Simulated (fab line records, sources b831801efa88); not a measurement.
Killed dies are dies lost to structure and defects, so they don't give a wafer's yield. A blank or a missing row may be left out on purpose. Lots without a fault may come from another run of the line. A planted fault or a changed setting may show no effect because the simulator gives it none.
A struck lot beside a sound one | flow gf180mcu | 17 steps out of a route of 602
Sound: wafers L432.2, L432.3, L432.4. Struck: wafer L431.5. (L431.4 of the same lot was not struck and is left out.) The cause comes at the end.
At each step with rows: each side's tool, then ch and its chambers, then its first start. Under that, the readings that differ: sound wafers | struck wafers | difference of the means | sigmas: that difference in standard deviations of wafers without a fault.
alike: readings whose means differ by less than 2 such deviations, and words and numbers that are the same on both sides. not compared: withheld readings, readings that some wafer has no value for, bounds like >300 that may hide the same value, and numbers for which the record gives no deviation and whose values overlap.
The two part at a step that has a row with sigmas, a row that says differs or no value, or rows on one side only. Numbers that don't overlap but have no deviation are shown without sigmas and don't part them. A reading that every wafer of one side lacks parts them only if that side has two wafers or more.

GF_SAB_STRIP_13: strips in O2/N2.
  sound on plasma_asher-03 ch 0,1, day 22 13:39; struck on plasma_asher-04 ch 0, day 22 02:54
  alike: drypump_motor_current_A, heater_power_w, oes_product_au, strip_time_to_endpoint_s
  not compared: rf_hours_counter_h
then, 2 steps without rows for these wafers: GF_SALICIDE_CLEAN_00 (cleans in SC1/SC2, time 150 s); GF_SALICIDE_WET_ETCH_01 (etches SiO2 in dHF, target depth 5 nm, time 100 s).
GF_SALICIDE_SPUTTER_02: material Co, target thk 10 nm, time 20 s.
  sound on pvd_sputter-03, day 22 13:50; struck on pvd_sputter-03, day 22 03:04
  alike: throttle_valve_pct
GF_SALICIDE_SPUTTER_03: material TiN, target thk 20 nm, time 16.7 s.
  sound on pvd_sputter-03, day 22 13:52; struck on pvd_sputter-03, day 22 03:05
  alike: throttle_valve_pct
GF_SALICIDE_RS_MEAS_04: measures by four-point-probe.
  sound on film_metro-04, day 22 13:55; struck on film_metro-01, day 22 03:10
  alike: SALICIDE_TIN_RS
GF_SALICIDE_THK_MEAS_05: measures by xrf.
  sound on film_metro-04, day 22 14:02; struck on film_metro-01, day 22 03:16
  alike: SALICIDE_TIN_THK
GF_SALICIDE_RTA_06: time 30 s.
  sound on rtp_anneal-01 ch 0, day 22 14:07; struck on rtp_anneal-01 ch 0, day 22 03:29
  alike: lamp_power_pct, wafer_temp_C_max
then, 1 step without rows for these wafers: GF_SALICIDE_WET_ETCH_07 (etches the open film in SPM, target depth 120 nm).
GF_SALICIDE_RTA_08: time 30 s.
  sound on rtp_anneal-01 ch 0, day 22 14:24; struck on rtp_anneal-02 ch 0, day 22 03:50
  reading            | sound          | struck | difference | sigmas
  lamp_power_pct (%) | 19.5 19.5 19.5 | 14.7   | -4.8       | -2
  alike: wafer_temp_C_max
then, 1 step without rows for these wafers: GF_CONTACT_CVD_00 (deposits SiO2, target thk 300 nm, time 50 s).
GF_CONTACT_THK_MEAS_01:
  sound on film_metro-01, day 22 14:37; struck on film_metro-03, day 22 03:58
  alike: CONTACT_CVD_00_THK
GF_CONTACT_CVD_02: deposits SiO2 from TEOS, target thk 860 nm, time 95.992 s.
  sound on pecvd-02 ch 0,1, day 22 14:40; struck on pecvd-03 ch 0, day 22 04:01
  reading                                  | sound             | struck | difference | sigmas
  model.SiO2_of_CONTACT_CVD_02.thk_nm (nm) | 851.7 852.2 866.7 | 1088   | +231       |
  alike: heater_power_w
GF_CONTACT_THK_MEAS_03:
  sound on film_metro-02, day 22 14:45; struck on film_metro-03, day 22 04:05
  reading                 | sound       | struck | difference | sigmas
  CONTACT_CVD_02_THK (nm) | 851 852 867 | 1087   | +230       | +21
GF_CONTACT_CMP_04: polishes SiO2.
  sound on cmp-01 ch 0,1,2, day 22 14:48; struck on cmp-02 ch 1, day 22 04:16
  reading                | sound       | struck | difference | sigmas
  time_to_endpoint_s (s) | 104 105 117 | 188    | +79        | +13
  alike: motor_current_A
GF_CONTACT_BOW_MEAS_05:
  sound on film_metro-02, day 22 15:07; struck on film_metro-03, day 22 04:29
  reading          | sound    | struck | difference | sigmas
  CONTACT_BOW (um) | 71 71 74 | 57     | -15        | -2
GF_PASSIVATION_PROBE_99:
  the record has rows for the sound wafers here (prober-01, day 34 14:46) and none for the struck ones

WHERE THEY PART
First at GF_SALICIDE_RTA_08; last, within this record, at GF_PASSIVATION_PROBE_99.

WHY: what the simulator had put in
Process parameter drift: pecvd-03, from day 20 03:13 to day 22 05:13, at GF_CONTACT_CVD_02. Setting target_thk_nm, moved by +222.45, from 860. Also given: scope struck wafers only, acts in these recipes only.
